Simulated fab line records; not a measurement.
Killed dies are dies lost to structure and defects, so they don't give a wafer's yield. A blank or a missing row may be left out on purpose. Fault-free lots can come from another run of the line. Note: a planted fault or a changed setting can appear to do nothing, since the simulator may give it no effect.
Chamber matching    flow sky130    SKY_VIA1_HDPCVD_00 on hdpcvd-01: 3 sister chambers
The step deposits SiO2, target thk 1030 nm, time 171.7 s. 3 wafers are shown with their chamber, then 7 later ones without.

## EACH WAFER AND ITS CHAMBER
wafer   chamber  run length s (s)
L377.6  2        200.0
L390.1  1        199.1
L390.3  0        200.2

## WAFERS MISSING THEIR CHAMBER
wafer   run length s (s)
L390.6  199.4
L392.2  199.5
L392.4  199.8
L392.5  199.2
L393.1  199.2
L393.3  199.4
L393.6  199.8

## EACH ONE'S CHAMBER
wafer    from the rows above            in truth
L390.6   can't be placed: 1 or 2 or 0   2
L392.2   can't be placed: 1 or 2 or 0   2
L392.4   can't be placed: 2 or 0 or 1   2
L392.5   1                              1
L393.1   1                              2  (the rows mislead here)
L393.3   can't be placed: 1 or 2 or 0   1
L393.6   can't be placed: 2 or 0 or 1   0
Correctly placed: 1 of 7. Unplaceable from these rows: 5, with the true chamber sitting among the candidates in 5. Wrongly placed: 1.
How it was worked out, from the rows above alone: a wafer's distance from a chamber is the root of the sum, over the readings, of the square of ((its reading less the chamber's mean) divided by the reading's scatter). The wafer belongs to the nearest chamber; if the next one is less than 2 further off, it can't be placed. The mean given for a chamber averages the wafers shown for that chamber. The scatter: root of mean squared gap, hidden wafer to nearest shown wafer, with one shown wafer a chamber.
